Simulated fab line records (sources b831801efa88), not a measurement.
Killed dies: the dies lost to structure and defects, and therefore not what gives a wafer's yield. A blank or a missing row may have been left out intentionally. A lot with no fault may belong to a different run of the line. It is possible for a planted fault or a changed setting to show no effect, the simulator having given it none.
fab line records -- flow sky130
record lots=5, wafers=15, lastDay=50
route steps=708 shown CONTACT@421 METAL1@434 PAD_OPEN@708
lots that met no fault: taken from a fault-free run of the same line
startH: hours from the record's first day to the start of the lot's first wafer shown -- waitH: how many hours have passed since the lot's step before this one -- " the same as in the row above -- L1.1+2: several wafers, shown together as one row -- - value missing, or start not given -- * or withheld: withheld -- < > ~ a bound
route shown NAME@n: names a module that has steps shown in the file, with the first one's number in the route -- usual: mean/standard deviation taken from wafers without a fault -- same: alike in all rows -- chamber/n: place in a boat -- sites: each site's reading -- _std_site: the values' standard deviation -- _edge_site: outer sites' mean less inner sites' -- radiusMm: for every site, how far away it sits from the centre of the wafer -- mask NAME#n: copy n -- behind: the tool/chamber that last shaped the wafer -- hold: cause of the lot's hold/its duration in hours/its outcome -- device: transistor that didn't switch, given as n, p or np -- end of line: the tests these same wafers got at the end of their route -- a step given without rows: its recipe and nothing more -- killed: dies lost to structure and defects at the first sort, not the wafer's yield -- map: the dies of a wafer, with x for killed, . for not killed, _ for no die there
set.NAME: the setting as run; set.NAME@STEP: as run at that earlier step -- model.NAME: the simulator's own value behind a step, which no gauge read
certain route steps with their lots: each step a table, each wafer a row
services: from which hour (startH, from the record's first day; less than 0 if before it) a tool's chamber was out of use, for how many hours, and why
## steps
# step SKY_CONTACT_OVL_MEAS_15
# usual CONTACT_OVL=-4/5
lot.wafer,tool,chamber,startH,waitH,CONTACT_OVL[nm]
L668.1,overlay-01,-,739.06,0.1,-4
L668.4,overlay-01,-,739.06,0.1,-2
L668.5,overlay-01,-,739.06,0.1,-5
L671.1,overlay-02,-,788.77,0.1,1
L671.4,overlay-02,-,788.77,0.1,1
L671.6,overlay-02,-,788.77,0.1,4
L672.1,overlay-02,-,790.61,0.1,-3
L672.2,overlay-02,-,790.61,0.1,-2
L672.5,overlay-02,-,790.61,0.1,-11
L686.3,overlay-02,-,891.23,0.1,-3
L686.4,overlay-02,-,891.23,0.1,3
L686.5,overlay-02,-,891.23,0.1,1
L690.2,overlay-02,-,906.85,0.1,-3
L690.4,overlay-02,-,906.85,0.1,-6
L690.6,overlay-02,-,906.85,0.1,-7
# step SKY_CONTACT_ETCH_16
# recipe chemistry=N2/H2, target=BARC, ionEnergyEv=200, sourceW=500, biasW=100, pressureMtorr=30, n2FlowSccm=100, h2FlowSccm=200, stopOn=SiO2, timeS=45.9, targetDepthA=600
# step SKY_CONTACT_ETCH_17
# recipe target=SiO2, chemistry=C4F8/O2/Ar, stopOn=Si3N4, maskMaterial=KrF-thick, sourceW=1500, biasW=1200, pressureMtorr=40, c4f8FlowSccm=withheld, O2_flow_sccm=6, Ar_flow_sccm=300, timeS=withheld, targetDepthA=3400
# usual chamberPressureMTorr=40.00/0.04, oesProductAu=0.892/0.005
lot.wafer,tool,chamber,startH,waitH,chamberPressureMTorr,oesProductAu
L668.1,rieDiel-03,3,739.13,0.0,40.02,0.890
L668.4,rieDiel-03,2,739.13,0.0,39.89,0.890
L668.5,rieDiel-03,3,739.13,0.0,40.07,0.885
L671.1,rieDiel-02,0,788.85,0.0,40.00,0.895
L671.4,rieDiel-02,3,788.85,0.0,39.98,0.895
L671.6,rieDiel-02,2,788.85,0.0,40.05,0.891
L672.1,rieDiel-03,0,790.68,0.0,40.05,0.899
L672.2,rieDiel-03,3,790.68,0.0,40.02,0.898
L672.5,rieDiel-03,3,790.68,0.0,39.91,0.890
L686.3,rieDiel-02,1,891.30,0.0,39.99,0.896
L686.4,rieDiel-02,3,891.30,0.0,40.01,0.896
L686.5,rieDiel-02,3,891.30,0.0,40.01,0.890
L690.2,rieDiel-04,0,906.92,0.0,39.95,0.882
L690.4,rieDiel-04,1,906.92,0.0,39.98,0.893
L690.6,rieDiel-04,3,906.92,0.0,39.98,0.887
# step SKY_CONTACT_ETCH_18
# recipe target=Si3N4, chemistry=CHF3/O2, stopOn=TiN, sourceW=600, biasW=200, pressureMtorr=40, chf3FlowSccm=50, O2_flow_sccm=5, timeS=39, targetDepthA=750
# usual chamberPressureMTorr=40.00/0.036, drypumpMotorCurrentA=5.7/0.51, oesProductAu=0.853/0.0082, throttleValvePct=8.793/0.0094
# same timeS=39
lot.wafer,tool,chamber,startH,waitH,chamberPressureMTorr,drypumpMotorCurrentA,oesProductAu,rfHoursCounterH,throttleValvePct
L668.1,rieDiel-03,3,-,-,40.03,4.7,0.855,11,8.805
L668.4,rieDiel-03,2,-,-,40.02,6.5,0.856,-,8.798
L668.5,rieDiel-03,3,-,-,39.97,4.7,0.871,-,8.795
L671.1,rieDiel-02,0,-,-,39.96,5.8,0.863,6,8.779
L671.4,rieDiel-02,3,-,-,39.98,5.7,0.873,18,8.799
L671.6,rieDiel-02,2,-,-,40.01,5.2,0.854,-,8.797
L672.1,rieDiel-03,0,-,-,40.02,5.8,0.843,20,8.793
L672.2,rieDiel-03,3,-,-,40.02,4.8,0.845,13,8.784
L672.5,rieDiel-03,3,-,-,40.02,4.7,0.851,-,8.786
L686.3,rieDiel-02,1,-,-,40.03,6.0,0.858,2,8.782
L686.4,rieDiel-02,3,-,-,39.97,5.7,0.864,22,8.801
L686.5,rieDiel-02,3,-,-,40.07,5.7,0.864,-,8.800
L690.2,rieDiel-04,0,-,-,39.90,5.5,0.862,8,8.806
L690.4,rieDiel-04,1,-,-,39.97,5.9,0.863,20,8.803
L690.6,rieDiel-04,3,-,-,39.96,6.5,0.850,-,8.794
# step SKY_CONTACT_STRIP_19
# recipe chemistry=O2/N2, powerW=1400, pressureMtorr=1500, platenTempC=withheld, o2FlowSccm=3000, n2FlowSccm=300, overashFraction=0.5
# usual chamberPressureMTorr=1499.8/1.5, drypumpMotorCurrentA=5.5/0.44, oesProductAu=0.380/0.0047, stripTimeToEndpointS=3.608/0.023
lot.wafer,tool,chamber,startH,waitH,chamberPressureMTorr,drypumpMotorCurrentA,oesProductAu,rfHoursCounterH,stripTimeToEndpointS
L668.1,plasmaAsher-02,0,739.22,-,1500.6,5.7,0.378,63,3.609
L668.4,plasmaAsher-02,1,739.22,-,1501.7,5.3,0.379,-,3.606
L668.5,plasmaAsher-02,0,739.22,-,1499.8,5.7,0.386,-,3.584
L671.1,plasmaAsher-02,0,788.94,-,1499.9,5.6,0.386,68,3.614
L671.4,plasmaAsher-02,1,788.94,-,1499.4,5.3,0.388,-,3.633
L671.6,plasmaAsher-02,0,788.94,-,1502.1,5.6,0.381,-,3.641
L672.1,plasmaAsher-02,0,790.77,-,1498.3,5.6,0.372,69,3.585
L672.2,plasmaAsher-02,1,790.77,-,1500.1,5.3,0.377,69,3.583
L672.5,plasmaAsher-02,1,790.77,-,1501.2,5.3,0.387,-,3.613
L686.3,plasmaAsher-03,1,891.42,-,1502.0,5.9,0.391,-,3.593
L686.4,plasmaAsher-03,0,891.42,-,1500.9,4.9,0.379,-,3.554
L686.5,plasmaAsher-03,0,891.42,-,1502.0,4.9,0.377,-,3.575
L690.2,plasmaAsher-01,0,907.01,-,1501.4,6.5,0.387,44,3.618
L690.4,plasmaAsher-01,0,907.01,-,1500.5,6.5,0.374,-,3.615
L690.6,plasmaAsher-01,1,907.01,-,1499.6,6.1,0.383,-,3.631
# step SKY_CONTACT_STRIP_20
# recipe chemistry=postEtchResidueRemover, timeS=1200, tempC=72.5
# step SKY_CONTACT_CLEAN_21
# recipe chemistry=IPA, timeS=180, tempC=25
# step SKY_CONTACT_CLEAN_22
# recipe chemistry=O3/DIW, dry=n2Spin
# step SKY_CONTACT_SPUTTER_23
# recipe material=TiN, targetThkNm=20, chamberPressurePa=5, powerW=4000, timeS=80
# usual throttleValvePct=30.0/1.1
# same timeS=80
lot.wafer,tool,chamber,startH,waitH,throttleValvePct
L668.1,pvdSputter-03,-,739.91,0.0,30.8
L668.4,pvdSputter-03,-,739.91,0.0,29.7
L668.5,pvdSputter-03,-,739.91,0.0,31.2
L671.1,pvdSputter-01,-,789.57,0.0,31.0
L671.4,pvdSputter-01,-,789.57,0.0,28.9
L671.6,pvdSputter-01,-,789.57,0.0,28.9
L672.1,pvdSputter-01,-,791.41,0.0,29.1
L672.2,pvdSputter-01,-,791.41,0.0,28.5
L672.5,pvdSputter-01,-,791.41,0.0,29.2
L686.3,pvdSputter-03,-,891.98,0.0,29.1
L686.4,pvdSputter-03,-,891.98,0.0,31.0
L686.5,pvdSputter-03,-,891.98,0.0,31.1
L690.2,pvdSputter-01,-,907.60,0.0,28.5
L690.4,pvdSputter-01,-,907.60,0.0,29.0
L690.6,pvdSputter-01,-,907.60,0.0,30.6
# step SKY_CONTACT_CVD_24
# recipe material=W, targetThkNm=340, timeS=102.12, tempC=400, pressureTorr=40
# step SKY_CONTACT_RS_MEAS_25
# recipe thkMeasGauge=four-point-probe, reads=W_of_CONTACT_CVD_24+TiN_of_CONTACT_SPUTTER_23
# usual CONTACT_W_RS=0.3371/0.003
lot.wafer,tool,chamber,startH,waitH,CONTACT_W_RS[ohm/sq]
L668.1,filmMetro-01,-,740.08,0.1,0.3409
L668.4,filmMetro-01,-,740.08,0.1,0.3347
L668.5,filmMetro-01,-,740.08,0.1,0.3363
L671.1,filmMetro-04,-,789.74,0.1,0.3347
L671.4,filmMetro-04,-,789.74,0.1,0.3410
L671.6,filmMetro-04,-,789.74,0.1,0.3398
L672.1,filmMetro-01,-,791.58,0.1,0.3356
L672.2,filmMetro-01,-,791.58,0.1,0.3369
L672.5,filmMetro-01,-,791.58,0.1,0.3382
L686.3,filmMetro-03,-,892.19,0.1,0.3316
L686.4,filmMetro-03,-,892.19,0.1,0.3344
L686.5,filmMetro-03,-,892.19,0.1,0.3372
L690.2,filmMetro-03,-,907.79,0.1,0.3413
L690.4,filmMetro-03,-,907.79,0.1,0.3382
L690.6,filmMetro-03,-,907.79,0.1,0.3378
# step SKY_CONTACT_THK_MEAS_26
# recipe thkMeasGauge=xrf, reads=W_of_CONTACT_CVD_24
# usual CONTACT_W_THK=338/5
lot.wafer,tool,chamber,startH,waitH,CONTACT_W_THK[nm]
L668.1,filmMetro-01,-,740.20,0.1,336
L668.4,filmMetro-01,-,740.20,0.1,343
L668.5,filmMetro-01,-,740.20,0.1,338
L671.1,filmMetro-04,-,789.86,0.1,343
L671.4,filmMetro-04,-,789.86,0.1,338
L671.6,filmMetro-04,-,789.86,0.1,339
L672.1,filmMetro-01,-,791.70,0.1,344
L672.2,filmMetro-01,-,791.70,0.1,342
L672.5,filmMetro-01,-,791.70,0.1,338
L686.3,filmMetro-03,-,892.29,0.1,333
L686.4,filmMetro-03,-,892.29,0.1,332
L686.5,filmMetro-03,-,892.29,0.1,328
L690.2,filmMetro-03,-,907.90,0.1,327
L690.4,filmMetro-03,-,907.90,0.1,327
L690.6,filmMetro-03,-,907.90,0.1,331
# step SKY_CONTACT_CMP_27
# recipe stopOn=SiO2, tOverpolishS=15, downForcePsi=3.5, platenRpm=60, targetThkNm=0, padVelocityMS=0.94248
# usual headPressurePsi=3.500/0.0073, motorCurrentA=10.8/0.8, overpolishRunS=15.000/0.0097, platenRpm=60.01/0.04, tOverpolishS=15/0, timeToEndpointS=81.6/2.3
lot.wafer,tool,chamber,startH,waitH,headPressurePsi,motorCurrentA,overpolishRunS,platenRpm,tOverpolishS,timeToEndpointS
L668.4,cmp-01,1,740.26,0.0,3.504,10.1,14.995,59.98,15,82.8
L668.1,cmp-01,3,740.26,0.0,3.496,10.8,14.993,59.96,15,82.1
L668.5,cmp-01,1,740.26,0.0,3.495,10.1,14.991,59.98,15,79.8
L671.1,cmp-02,0,789.92,0.1,3.501,10.6,14.997,60.05,15,83.1
L671.4,cmp-02,2,789.92,0.1,3.509,10.3,14.990,60.02,15,81.8
L671.6,cmp-02,0,789.92,0.1,3.502,10.5,14.997,60.05,15,83.3
L672.2,cmp-01,1,791.76,0.0,3.511,9.8,15.003,60.05,15,84.6
L672.1,cmp-01,0,791.76,0.0,3.495,11.2,14.995,59.99,15,81.7
L672.5,cmp-01,2,791.76,0.0,3.494,10.5,11.777,59.90,11.784,83.6
L686.3,cmp-01,1,892.33,0.0,3.494,9.9,14.991,59.99,15,85.4
L686.4,cmp-01,3,892.33,0.0,3.516,11.0,14.997,59.96,15,84.6
L686.5,cmp-01,2,892.33,0.0,3.491,9.4,15.016,60.03,15,83.9
L690.4,cmp-01,2,907.95,0.0,3.483,9.6,15.018,60.06,15,80.2
L690.2,cmp-01,3,907.95,0.0,3.502,10.6,15.005,60.02,15,81.1
L690.6,cmp-01,2,907.95,0.0,3.482,10.1,14.991,60.05,15,77.6
# step SKY_METAL1_SPUTTER_00
# recipe material=Ti, targetThkNm=15, powerW=3000, timeS=10, chamberPressurePa=0.4
# usual throttleValvePct=29.9/0.96
# same timeS=10
lot.wafer,tool,chamber,startH,waitH,throttleValvePct
L668.1,pvdSputter-04,-,740.56,0.1,30.0
L668.4,pvdSputter-04,-,740.56,0.1,31.0
L668.5,pvdSputter-04,-,740.56,0.1,30.8
L671.1,pvdSputter-03,-,790.22,0.2,30.0
L671.4,pvdSputter-03,-,790.22,0.2,29.2
L671.6,pvdSputter-03,-,790.22,0.2,29.6
L672.1,pvdSputter-01,-,792.06,0.1,29.3
L672.2,pvdSputter-01,-,792.06,0.1,30.2
L672.5,pvdSputter-01,-,792.06,0.1,31.2
L686.3,pvdSputter-01,-,892.63,0.2,28.5
L686.4,pvdSputter-01,-,892.63,0.2,28.9
L686.5,pvdSputter-01,-,892.63,0.2,28.8
L690.2,pvdSputter-03,-,908.25,0.2,30.8
L690.4,pvdSputter-03,-,908.25,0.2,29.7
L690.6,pvdSputter-03,-,908.25,0.2,30.0
# step SKY_PAD_OPEN_PROBE_99
# usual killed_at_M0_to_M3=44/6.8, killed_at_M4_up=3.1/1.9, killedAtContacts=25/5.9, killedAtFrontEnd=15/4.3, killedAtOther=0.2/0.51, killedDies=87/11, killedOpen=47/7.9, killedShort=39/6.4
# same grossDies=492, killedAtBackSide=0
lot.wafer,tool,chamber,startH,waitH,killed_at_M0_to_M3,killed_at_M4_up,killedAtContacts,killedAtFrontEnd,killedAtOther,killedDies,killedOpen,killedShort
L668.1,prober-01,-,1077.23,0.1,39,2,29,11,0,81,49,32
L668.4,prober-01,-,1077.38,0.2,38,3,20,17,1,79,39,40
L668.5,prober-01,-,1077.43,0.2,47,1,19,7,1,75,41,34
L672.1,prober-01,-,1121.27,0.1,46,4,15,15,0,80,43,37
L672.2,prober-01,-,1121.32,0.1,37,2,21,16,0,76,42,34
L672.5,prober-01,-,1121.47,0.2,55,3,29,9,0,96,58,38
# killed by level:class
L668.1 VIA1:geometricParticle:open=16 CONTACT:geometricParticle:open=10 VIA3:geometricParticle:open=9 CONTACT:geometricParticle:short=6 METAL2:geometricParticle:short=6 LI_CONTACT:geometricParticle:open=5 LOCAL_INTERCONNECT:geometricParticle:short=5 POLY_GATE:geometricParticle:open=4
L668.4 CONTACT:geometricParticle:open=8 VIA1:geometricParticle:open=7 POLY_GATE:geometricParticle:open=6 METAL1:geometricParticle:short=6 METAL2:geometricParticle:short=5 CONTACT:geometricParticle:short=5 VIA3:geometricParticle:open=5 VIA2:geometricParticle:open=5
L668.5 VIA1:geometricParticle:short=10 CONTACT:geometricParticle:open=9 VIA2:geometricParticle:open=8 VIA3:geometricParticle:open=7 VIA1:geometricParticle:open=5 METAL2:geometricParticle:short=5 METAL1:geometricParticle:short=4 FIELD_ISO:geometricParticle:open=3
L672.1 VIA2:geometricParticle:open=9 VIA1:geometricParticle:short=8 CONTACT:geometricParticle:open=6 VIA1:geometricParticle:open=6 VIA3:geometricParticle:open=6 VIA3:geometricParticle:short=5 VIA2:geometricParticle:short=4 METAL2:geometricParticle:short=4
L672.2 CONTACT:geometricParticle:short=8 VIA3:geometricParticle:open=8 LI_CONTACT:geometricParticle:open=7 VIA2:geometricParticle:open=7 METAL2:geometricParticle:short=6 CONTACT:geometricParticle:open=6 VIA1:geometricParticle:open=5 FIELD_ISO:geometricParticle:short=4
L672.5 VIA1:geometricParticle:open=17 CONTACT:geometricParticle:open=10 METAL2:geometricParticle:short=9 VIA2:geometricParticle:open=7 METAL1:geometricParticle:short=7 FIELD_ISO:geometricParticle:open=6 LI_CONTACT:geometricParticle:open=6 CONTACT:geometricParticle:short=6
## services
tool,chamber,startH,hours,kind
plasmaAsher-01,-,716.31,1.6,repair
cmp-01,-,723.94,0.3,repair
rieDiel-03,1,734.82,10.1,repair
cmp-02,-,744.03,4.0,pm
rieDiel-02,3,757.65,10.9,repair
pvdSputter-04,-,761.69,1.8,repair
rieDiel-03,3,765.11,2.9,repair
plasmaAsher-03,-,777.19,2.8,pm
rieDiel-04,0,779.49,10.2,repair
plasmaAsher-01,-,783.80,28.1,pm
rieDiel-02,0,815.64,8.6,repair
cmp-02,-,818.41,2.4,repair
cmp-02,-,820.82,7.1,pm
rieDiel-03,-,824.77,0.7,repair
plasmaAsher-03,-,826.17,1.5,repair
rieDiel-03,-,832.46,14.6,pm
rieDiel-04,0,841.93,2.9,repair
rieDiel-04,-,848.53,14.6,pm
rieDiel-02,2,857.99,24.4,repair
rieDiel-04,3,873.83,12.1,repair
rieDiel-04,0,888.55,6.7,repair
rieDiel-03,3,894.22,4.1,repair
plasmaAsher-02,-,895.24,0.4,repair
rieDiel-03,2,897.71,4.5,repair
## key
firstSign step=SKY_CONTACT_CMP_27, reading=tOverpolishS, direction=down, sigmas=99+, usual=15, struck=11.784
effect step=SKY_CONTACT_CMP_27, reading=overpolishRunS, direction=down, sigmas=99+, usual=15.000, struck=11.777
metAt SKY_CONTACT_CMP_27
struckWafers L672.5
testerLeftOut L672
fault kind=processParameterDrift, tool=cmp-01, chamber=2, onsetH=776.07, steps=SKY_CONTACT_CMP_27, channel=tOverpolishS, offset=-3.2161, shape=step, endH=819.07, actsIn=theseRecipesOnly, stated=15
# testerLeftOut: of these lots the tester's yield and bins aren't shown, on N5 and GAA mostly nor the transistor test; their killed dies are dies lost to structure and defects alone, not to doping, threshold or leakage, so they don't give the yield
